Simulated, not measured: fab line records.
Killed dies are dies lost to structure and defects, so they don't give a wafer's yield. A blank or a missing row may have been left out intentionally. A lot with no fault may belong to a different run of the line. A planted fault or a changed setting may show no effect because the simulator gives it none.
Chamber matching -- flow gf180mcu -- 4 sister chambers for GF_SAB_ETCH_11 on rie diel-03
The step etches SiO2 in C4F8/O2/Ar, target depth 55 nm, time 8.5 s. 8 wafers are shown with their chamber, then 7 later ones without.

== EACH WAFER AND ITS CHAMBER ==
wafer,chamber,oes product au (a.u.)
L076.4,2,0.994
L082.4,3,1.004
L082.5,0,0.998
L086.1,1,0.971
L086.2,0,1.017
L086.6,3,0.995
L093.1,2,1.022
L093.5,1,0.981

== WAFERS MISSING THEIR CHAMBER ==
wafer,oes product au (a.u.)
L093.6,1.014
L095.1,0.977
L095.4,1.008
L095.5,1.013
L096.1,1.002
L096.3,1.010
L096.5,1.003

== THE CHAMBER EACH PASSED THROUGH ==
wafer,from the rows above,in truth
L093.6,can't be placed: 2 or 0 or 3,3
L095.1,can't be placed: 1 or 3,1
L095.4,can't be placed: 2 or 0 or 3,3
L095.5,can't be placed: 2 or 0 or 3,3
L096.1,can't be placed: 3 or 0 or 2 or 1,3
L096.3,can't be placed: 2 or 0 or 3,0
L096.5,can't be placed: 3 or 0 or 2 or 1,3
Placed correctly: 0 of 7. Unplaceable from these rows: 7, with the true chamber sitting among the candidates in 7. Number placed wrongly: 0.
How it was worked out, from the rows above alone: a wafer's distance from a chamber is the root of the sum, over the readings, of the square of ((its reading less the chamber's mean) divided by the reading's scatter). The wafer belongs to the nearest chamber; if the next one is less than 2 further off, it can't be placed. For every chamber, the mean is computed from those of its wafers that are shown. The scatter is the square root of a quotient: the sum, over the shown wafers, of each reading's squared deviation from its chamber's mean, divided by wafers minus chambers.
